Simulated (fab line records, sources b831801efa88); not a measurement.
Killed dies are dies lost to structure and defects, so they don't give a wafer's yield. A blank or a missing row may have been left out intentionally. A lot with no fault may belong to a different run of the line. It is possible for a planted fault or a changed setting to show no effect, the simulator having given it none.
Chamber matching :: flow gf180mcu :: GF_V2_CMP_26 on cmp-02: 4 sister chambers
The step polishes, stops on SiO2, t overpolish 15 s, target thk 0 nm. 8 wafers are shown with their chamber, then 12 later ones without.

WAFERS PAIRED WITH THEIR CHAMBERS
wafer: L085.2
chamber: 3
motorCurrentA (A): 11.6
timeToEndpointS (s): 87

wafer: L086.1
chamber: 2
motorCurrentA (A): 12.9
timeToEndpointS (s): 85

wafer: L087.4
chamber: 2
motorCurrentA (A): 13.1
timeToEndpointS (s): 84

wafer: L087.6
chamber: 3
motorCurrentA (A): 11.7
timeToEndpointS (s): 84

wafer: L088.6
chamber: 0
motorCurrentA (A): 12.7
timeToEndpointS (s): 89

wafer: L089.2
chamber: 1
motorCurrentA (A): 12.0
timeToEndpointS (s): 76

wafer: L089.4
chamber: 0
motorCurrentA (A): 12.2
timeToEndpointS (s): 85

wafer: L089.6
chamber: 1
motorCurrentA (A): 11.8
timeToEndpointS (s): 76

WAFERS MISSING THEIR CHAMBER
wafer: L092.3
motorCurrentA (A): 13.4
timeToEndpointS (s): 80

wafer: L092.4
motorCurrentA (A): 12.7
timeToEndpointS (s): 80

wafer: L092.6
motorCurrentA (A): 11.9
timeToEndpointS (s): 78

wafer: L094.1
motorCurrentA (A): 12.0
timeToEndpointS (s): 77

wafer: L094.4
motorCurrentA (A): 13.4
timeToEndpointS (s): 78

wafer: L094.5
motorCurrentA (A): 10.9
timeToEndpointS (s): 81

wafer: L095.2
motorCurrentA (A): 12.0
timeToEndpointS (s): 78

wafer: L095.4
motorCurrentA (A): 11.7
timeToEndpointS (s): 88

wafer: L095.5
motorCurrentA (A): 12.5
timeToEndpointS (s): 83

wafer: L097.1
motorCurrentA (A): 11.7
timeToEndpointS (s): 87

wafer: L097.2
motorCurrentA (A): 12.2
timeToEndpointS (s): 79

wafer: L097.5
motorCurrentA (A): 12.6
timeToEndpointS (s): 85

WHICH CHAMBER EACH WENT THROUGH
wafer: L092.3
from the rows above: 2
in truth: 2

wafer: L092.4
from the rows above: can't be placed: 2 or 0 or 1
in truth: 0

wafer: L092.6
from the rows above: 1
in truth: 1

wafer: L094.1
from the rows above: 1
in truth: 1

wafer: L094.4
from the rows above: 2
in truth: 2

wafer: L094.5
from the rows above: can't be placed: 3 or 1
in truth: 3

wafer: L095.2
from the rows above: 1
in truth: 1

wafer: L095.4
from the rows above: 3
in truth: 3

wafer: L095.5
from the rows above: can't be placed: 0 or 2
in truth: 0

wafer: L097.1
from the rows above: 3
in truth: 3

wafer: L097.2
from the rows above: 1
in truth: 1

wafer: L097.5
from the rows above: can't be placed: 0 or 2
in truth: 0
Correct placement for 8 of the 12. Not placeable from these rows: 4 (in 4, the candidates include the true chamber). 0 placed wrongly.
How it was worked out, from the rows above alone: a wafer's distance from a chamber is the root of the sum, over the readings, of the square of ((its reading less the chamber's mean) divided by the reading's scatter). The wafer belongs to the nearest chamber; if the next one is less than 2 further off, it can't be placed. The mean given for a chamber averages the wafers shown for that chamber. How the scatter is found: for the shown wafers, subtract from each reading the mean of its chamber, square and add these, divide the total by (wafers less chambers), then take the root.
